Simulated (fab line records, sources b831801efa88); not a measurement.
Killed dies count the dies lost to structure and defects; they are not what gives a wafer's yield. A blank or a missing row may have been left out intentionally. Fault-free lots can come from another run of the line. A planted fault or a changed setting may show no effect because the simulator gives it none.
Matching of chambers    flow sfq line    SFQ_TRILAYER_I3_CMP_CMP_082 on cmp-02: 4 sister chambers
The step polishes SiO2. 4 wafers are shown with their chamber, then 6 later ones without.

## WAFERS, EACH WITH ITS CHAMBER
wafer   chamber  motor current A (A)
L180.6  0        9.9
L185.5  2        11.1
L188.4  1        10.2
L188.5  3        10.9

## WAFERS MISSING THEIR CHAMBER
wafer   motor current A (A)
L189.1  11.2
L189.2  10.3
L189.6  11.6
L190.4  10.3
L190.5  9.9
L190.6  11.0

## WHICH CHAMBER EACH ONE RAN IN
wafer   from the rows above      in truth
L189.1  can't be placed: 2 or 3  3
L189.2  can't be placed: 1 or 0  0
L189.6  can't be placed: 2 or 3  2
L190.4  can't be placed: 1 or 0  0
L190.5  can't be placed: 0 or 1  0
L190.6  can't be placed: 2 or 3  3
Correctly placed: 0 of 6. Can't be placed from these rows: 6 (the true chamber is among the candidates in 6). Wrongly placed: 0.
How it was worked out, from the rows above alone: a wafer's distance from a chamber is the root of the sum, over the readings, of the square of ((its reading less the chamber's mean) divided by the reading's scatter). The wafer belongs to the nearest chamber; if the next one is less than 2 further off, it can't be placed. For every chamber, the mean is computed from those of its wafers that are shown. The scatter: with one shown wafer a chamber, the root of the mean of the squares of how far each hidden wafer lies from its nearest shown one.
